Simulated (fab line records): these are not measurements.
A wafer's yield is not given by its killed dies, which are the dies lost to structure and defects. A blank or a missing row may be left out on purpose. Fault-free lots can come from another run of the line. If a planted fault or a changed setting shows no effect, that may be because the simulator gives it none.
fab line records	flow sfq-line
record lots=7	wafers=21	last-day=80
route steps=325 shown M1@68 I1@73
lots that met no fault: from a run of the same line without faults
start-h: start of the lot's first displayed wafer, in hours after the record's first day	wait-h: hours elapsed since this lot's preceding step	" same as the row above	L1.1+2: a row that stands for several wafers	- no value present, or no start provided	* or withheld: withheld	< > ~ a bound
route shown NAME@n: NAME is a module with steps in the file, n the number in the route of the first one	usual: the fault-free wafers' mean and standard deviation	same: alike in all rows	chamber/n: place in a boat	sites: per-site readings	_std_site: standard deviation across them	_edge_site: mean of outer sites minus mean of inner sites	radius-mm: for every site, how far away it sits from the centre of the wafer	mask NAME#n: copy n	behind: tool/chamber where the wafer was last shaped	hold: what put the lot on hold/how long, in hours/how the hold closed	device: the transistor (n, p or np) that didn't switch	end of line: at the end of the route, the tests of the same wafers	where a step has no rows: the recipe by itself	killed: the dies lost at the first sort to structure and to defects; this is not the yield of the wafer	map: shows each die of a wafer: x if killed, . if not, _ if none is there
set.NAME: setting as actually run; set.NAME@STEP: the setting as run at that earlier step	model.NAME: the simulator's own value behind a step, which no gauge read
lots at some steps of the route; a table a step, a row a wafer
services: a tool's chamber out of use, with start hour (start-h, from the record's first day; less than 0 if before it), hours out, and reason
## steps
# step SFQ_M1_OVL_MEAS_911
# usual M1_OVL=0/5.7
lot.wafer	tool	chamber	start-h	wait-h	M1_OVL[nm]
L662.1	overlay-01	-	560.55	0.1	-2
L662.2	"	-	"	"	4
L662.5	"	-	"	"	1
L664.1	overlay-02	-	570.15	0.1	2
L664.2	"	-	"	"	9
L664.4	"	-	"	"	4
L665.1	overlay-02	-	581.84	0.1	-14
L665.3	"	-	"	"	-9
L665.4	"	-	"	"	-7
L666.3	overlay-02	-	597.45	0.1	-5
L666.4	"	-	"	"	1
L666.6	"	-	"	"	-4
L673.1	overlay-01	-	665.32	0.1	2
L673.3	"	-	"	"	7
L673.4	"	-	"	"	4
L674.2	overlay-01	-	676.13	0.1	10
L674.3	"	-	"	"	3
L674.5	"	-	"	"	7
L677.2	overlay-01	-	695.33	0.1	5
L677.3	"	-	"	"	3
L677.6	"	-	"	"	5
# step SFQ_TRILAYER_M1_BARC_OPEN_METAL_ETCH_054
# recipe mask-material=PR	chemistry=O2	target-depth-nm=125	target=BARC	icp-w=600	bias-w=80	pressure-mtorr=10	time-s=41.7
# usual bias-w=79.98/0.24	drypump-motor-current-A=6.09/0.27	oes-product-au=0.684/0.005
lot.wafer	tool	chamber	start-h	wait-h	bias-w	drypump-motor-current-A	oes-product-au	rf-hours-counter-h
L662.1	rie-metal-03	1	560.58	0.0	80.21	6.31	0.683	43
L662.2	"	0	"	"	79.69	5.72	0.690	54
L662.5	"	1	"	"	80.45	6.31	0.679	-
L664.1	rie-metal-02	0	570.18	0.0	80.26	6.37	0.685	131
L664.2	"	1	"	"	79.79	6.19	0.682	48
L664.4	"	0	"	"	80.22	6.36	0.683	-
L665.1	rie-metal-02	0	581.88	0.0	79.81	6.39	0.695	133
L665.3	"	0	"	"	79.95	6.38	0.696	-
L665.4	"	1	"	"	80.10	6.22	0.690	-
L666.3	rie-metal-01	1	597.50	0.0	80.34	5.78	0.679	-
L666.4	"	0	"	"	79.75	5.70	0.687	-
L666.6	"	0	"	"	79.49	5.70	0.685	-
L673.1	rie-metal-02	1	665.36	0.0	80.28	6.19	0.686	64
L673.3	"	1	"	"	80.38	6.21	0.678	-
L673.4	"	0	"	"	79.84	6.36	0.678	-
L674.2	rie-metal-02	1	676.16	0.0	79.72	6.19	0.681	67
L674.3	"	0	"	"	80.37	6.40	0.681	-
L674.5	"	1	"	"	79.43	6.21	0.691	-
L677.2	rie-metal-01	0	695.36	0.0	79.75	5.68	0.682	97
L677.3	"	1	"	"	80.32	5.83	0.685	-
L677.6	"	0	"	"	79.81	5.67	0.685	-
# step SFQ_TRILAYER_M1_ETCH_METAL_ETCH_042
# recipe target=Nb	stop-on=SiO2	mask-material=PR	chemistry=Cl2/Ar	target-depth-nm=240	icp-w=600	bias-w=80	pressure-mtorr=10	time-s=120
# step SFQ_TRILAYER_M1_STRIP_STRIP_043
# recipe gas=O2	power-w=200	platen-temp-c=40	overash-fraction=0.65	chemistry=O2	pressure-mtorr=50
# step SFQ_TRILAYER_M1_STRIP_SOLV_CLEAN_044
# recipe chemistry=NMP	temp-c=70	time-s=600
# step SFQ_TRILAYER_I1_DEP_PECVD_045
# recipe material=SiO2	temp-c=150	time-s=111.11	pressure-torr=2.4	rf-w=183.3	precursor=SiH4/N2O	target-thk-nm=500
# usual heater-power-w=82/14	throttle-valve-pct=25.1/1
lot.wafer	tool	chamber	start-h	wait-h	heater-power-w	throttle-valve-pct
L662.1	pecvd-03	1	561.54	0.0	87	25.8
L662.2	"	2	"	"	91	24.0
L662.5	"	2	"	"	78	24.2
L664.1	pecvd-03	0	571.14	0.0	75	26.3
L664.2	"	2	"	"	91	24.4
L664.4	"	1	"	"	82	25.7
L665.1	pecvd-03	2	582.84	0.0	82	24.1
L665.3	"	0	"	"	78	26.3
L665.4	"	2	"	"	86	24.2
L666.3	pecvd-01	2	598.44	0.0	92	24.0
L666.4	"	0	"	"	95	24.6
L666.6	"	2	"	"	80	24.1
L673.1	pecvd-02	2	666.32	0.0	50	24.1
L673.3	"	1	"	"	104	26.2
L673.4	"	0	"	"	73	24.2
L674.2	pecvd-03	2	677.12	0.0	90	23.9
L674.3	"	0	"	"	69	26.2
L674.5	"	1	"	"	75	25.8
L677.2	pecvd-02	0	696.32	0.0	70	24.1
L677.3	"	0	"	"	75	24.5
L677.6	"	1	"	"	105	26.6
# step SFQ_TRILAYER_I1_CMP_CMP_046
# recipe material=SiO2	down-force-psi=3	platen-rpm=60	pad-velocity-m-s=0.94248
# usual motor-current-A=10.1/1.1	retaining-ring-pressure-frac=1.000/0.0046	time-to-endpoint-s=214/7.3
lot.wafer	tool	chamber	start-h	wait-h	motor-current-A	retaining-ring-pressure-frac	time-to-endpoint-s
L662.2	cmp-02	3	567.62	6.0	7.5	1.004	218
L662.1	"	1	568.62	7.0	10.6	0.998	216
L662.5	"	2	"	"	10.3	1.003	225
L664.2	cmp-01	1	581.20	10.0	9.8	0.998	200
L664.4	"	3	582.20	11.0	10.7	1.003	221
L664.1	"	0	"	"	10.1	1.003	216
L665.4	cmp-02	2	592.12	9.2	9.6	0.997	226
L665.1	"	0	593.12	10.2	11.1	0.997	215
L665.3	"	1	"	"	11.4	1.000	226
L666.4	cmp-01	2	611.20	12.7	11.4	1.000	209
L666.3	"	0	612.20	13.7	9.6	0.996	211
L666.6	"	2	613.20	14.7	11.5	1.001	207
L673.4	cmp-02	0	666.90	0.5	11.2	0.999	208
L673.1	"	1	"	"	11.6	1.007	206
L673.3	"	2	"	"	10.0	1.001	210
L674.3	cmp-01	1	677.70	0.5	9.8	1.001	206
L674.2	"	3	678.70	1.5	10.6	1.003	217
L674.5	"	0	"	"	10.1	0.994	223
L677.2	cmp-01	3	697.44	1.1	10.8	1.005	212
L677.3	"	0	"	"	10.5	1.003	221
L677.6	"	1	"	"	9.2	1.008	207
# step SFQ_I1_BOW_MEAS_912
# recipe mode=bow
# usual I1_BOW=2/8.1
lot.wafer	tool	chamber	start-h	wait-h	I1_BOW[um]
L662.1	film-metro-03	-	570.12	1.0	-2
L662.2	"	-	"	"	-6
L662.5	"	-	"	"	-8
L664.1	film-metro-01	-	584.20	1.0	4
L664.2	"	-	"	"	-13
L664.4	"	-	"	"	-6
L665.1	film-metro-01	-	595.12	1.5	-9
L665.3	"	-	"	"	5
L665.4	"	-	"	"	0
L666.3	film-metro-04	-	614.24	1.5	-7
L666.4	"	-	"	"	-6
L666.6	"	-	"	"	-11
L673.1	film-metro-01	-	669.40	1.5	-9
L673.3	"	-	"	"	7
L673.4	"	-	"	"	15
L674.2	film-metro-01	-	680.22	1.0	8
L674.3	"	-	"	"	-1
L674.5	"	-	"	"	-3
L677.2	film-metro-01	-	699.46	1.5	21
L677.3	"	-	"	"	7
L677.6	"	-	"	"	6
# step SFQ_TRILAYER_I1_METRO_MEASURE_047
# usual thk-nm=200.1/0.99
lot.wafer	tool	chamber	start-h	wait-h	thk-nm
L662.1	film-metro-03	-	570.24	0.1	200.7
L662.2	"	-	"	"	199.3
L662.5	"	-	"	"	200.0
L664.1	film-metro-01	-	584.32	0.1	200.8
L664.2	"	-	"	"	199.2
L664.4	"	-	"	"	200.9
L665.1	film-metro-01	-	595.24	0.1	199.0
L665.3	"	-	"	"	200.1
L665.4	"	-	"	"	200.7
L666.3	film-metro-04	-	614.72	0.5	200.3
L666.4	"	-	"	"	198.9
L666.6	"	-	"	"	199.9
L673.1	film-metro-01	-	669.52	0.1	200.6
L673.3	"	-	"	"	201.9
L673.4	"	-	"	"	199.7
L674.2	film-metro-01	-	680.52	0.3	200.5
L674.3	"	-	"	"	198.3
L674.5	"	-	"	"	201.0
L677.2	film-metro-01	-	699.76	0.3	200.5
L677.3	"	-	"	"	199.9
L677.6	"	-	"	"	198.6
# step SFQ_TRILAYER_I1_VIA_LITHO_COAT_054
# recipe resist=BARC	spin-rpm=3000	resist-thk-nm=62
# step SFQ_TRILAYER_I1_VIA_LITHO_COAT_049
# recipe resist=KrF	spin-rpm=3000	resist-thk-nm=650
# step SFQ_TRILAYER_I1_VIA_LITHO_SOFTBAKE_053
# recipe temp-c=withheld	time-s=withheld	resist=KrF
# step SFQ_TRILAYER_I1_VIA_LITHO_EXPOSE_050
# recipe mask-id=I1	na=0.6	source-shape=conventional	sigma-outer=0.65	target-cd-nm=500	dose-mj=21.3
lot.wafer	tool	chamber	start-h	wait-h	mask	model.I1.overlay-x-nm
L662.1+2+5	krf-scanner-01	0	584.05	-	I1#0	2.435
L664.1+2+4	krf-scanner-01	0	591.25	-	I1#0	52.31
L665.1+3+4	krf-scanner-01	0	600.85	-	I1#0	62.48
L666.3+4+6	krf-scanner-01	0	622.56	-	I1#0	57.25
L673.1+3+4	krf-scanner-02	0	673.80	-	I1#0	-0.197
L674.2+3+5	krf-scanner-02	0	682.47	-	I1#0	2.233
L677.2+3+6	krf-scanner-02	0	701.71	-	I1#0	0.9331
# step SFQ_TRILAYER_I1_VIA_LITHO_PEB_052
# recipe peb-temp-c=115	peb-time-s=60	resist=KrF
# step SFQ_TRILAYER_I1_VIA_LITHO_DEVELOP_051
# recipe time-s=60	resist=KrF
# step SFQ_I1_OVL_MEAS_913
# usual I1_OVL=2/6.2
lot.wafer	tool	chamber	start-h	wait-h	I1_OVL[nm]
L662.1	overlay-01	-	585.55	0.1	1
L662.2	"	-	"	"	-3
L662.5	"	-	"	"	-5
L664.1	overlay-01	-	592.75	0.1	52
L664.2	"	-	"	"	55
L664.4	"	-	"	"	53
L665.1	overlay-01	-	602.35	0.1	63
L665.3	"	-	"	"	61
L665.4	"	-	"	"	67
L666.3	overlay-01	-	623.67	0.1	59
L666.4	"	-	"	"	59
L666.6	"	-	"	"	66
L673.1	overlay-02	-	675.30	0.1	6
L673.3	"	-	"	"	-1
L673.4	"	-	"	"	4
L674.2	overlay-01	-	683.77	0.1	17
L674.3	"	-	"	"	11
L674.5	"	-	"	"	8
L677.2	overlay-02	-	703.01	0.1	6
L677.3	"	-	"	"	8
L677.6	"	-	"	"	4
# step SFQ_TRILAYER_I1_VIA_BARC_OPEN_VIA_ETCH_071
# recipe mask-material=PR	chemistry=O2	target-depth-nm=125	target=BARC	source-w=500	bias-w=80	pressure-mtorr=30	time-s=41.7
# usual bias-w=79.99/0.2	drypump-motor-current-A=5.6/0.55	oes-product-au=0.684/0.0043
lot.wafer	tool	chamber	start-h	wait-h	bias-w	drypump-motor-current-A	oes-product-au	rf-hours-counter-h
L662.1	rie-diel-01	3	585.58	0.0	80.03	4.8	0.686	15
L662.2	"	2	"	"	80.10	5.5	0.681	52
L662.5	"	2	"	"	79.69	5.5	0.679	-
L664.1	rie-diel-04	1	592.78	0.0	80.21	5.2	0.691	1
L664.2	"	2	"	"	79.72	5.5	0.686	3
L664.4	"	0	"	"	79.84	6.2	0.688	4
L665.1	rie-diel-01	3	602.38	0.0	79.75	4.8	0.690	16
L665.3	"	2	"	"	79.84	5.5	0.690	53
L665.4	"	3	"	"	79.63	4.8	0.696	-
L666.3	rie-diel-01	0	623.69	0.0	80.39	4.8	0.683	2
L666.4	"	2	"	"	80.28	5.5	0.683	53
L666.6	"	0	"	"	80.41	4.8	0.676	-
L673.1	rie-diel-02	1	675.33	0.0	80.35	6.4	0.688	30
L673.3	"	2	"	"	79.82	5.5	0.684	2
L673.4	"	3	"	"	79.66	5.4	0.691	6
L674.2	rie-diel-01	1	683.80	0.0	79.87	5.9	0.683	1
L674.3	"	0	"	"	79.97	4.8	0.683	3
L674.5	"	3	"	"	80.02	4.8	0.683	-
L677.2	rie-diel-04	3	703.04	0.0	79.65	6.4	0.685	58
L677.3	"	0	"	"	80.07	6.2	0.685	6
L677.6	"	1	"	"	79.85	5.2	0.677	-
## services
tool	chamber	start-h	hours	kind
krf-scanner-02	-	549.79	1.0	pm
cmp-02	-	553.15	1.4	repair
pecvd-02	2	553.77	5.2	repair
krf-scanner-02	-	573.59	0.8	pm
cmp-02	-	576.12	4.0	pm
krf-scanner-01	-	577.05	1.0	pm
film-metro-01	-	590.44	1.2	pm
film-metro-01	-	592.70	1.7	pm
rie-diel-01	3	606.13	12.9	repair
cmp-02	-	607.46	3.4	repair
cmp-02	-	615.62	0.4	repair
krf-scanner-01	-	615.64	1.3	pm
krf-scanner-01	-	616.94	4.0	pm
film-metro-01	-	635.36	0.5	pm
krf-scanner-02	-	635.97	0.6	repair
krf-scanner-01	-	639.07	0.8	pm
pecvd-03	-	658.19	0.9	repair
krf-scanner-02	-	660.50	1.3	pm
pecvd-03	0	668.18	3.6	repair
cmp-02	-	681.93	0.4	repair
rie-diel-01	0	684.74	9.2	repair
pecvd-03	-	685.85	5.5	pm
film-metro-01	-	697.74	0.6	pm
cmp-02	-	700.57	0.3	repair
## key
first-sign step=SFQ_I1_OVL_MEAS_913	reading=I1_OVL	direction=up	sigmas=9.3	usual=2	struck=59
effect none on later readings
model-effect step=SFQ_TRILAYER_I1_VIA_LITHO_EXPOSE_050	value=I1.overlay-x-nm	without=-5.803	struck=57.35
met-at SFQ_TRILAYER_I1_VIA_LITHO_EXPOSE_050
struck-wafers L664.1,L664.2,L664.4,L665.1,L665.3,L665.4,L666.3,L666.4,L666.6
onset-between 584.05 591.25
fault kind=scanner-matching-overlay	tool=krf-scanner-01	chamber=-	onset-h=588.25	steps=SFQ_TRILAYER_I1_VIA_LITHO_EXPOSE_050	offset=63.151
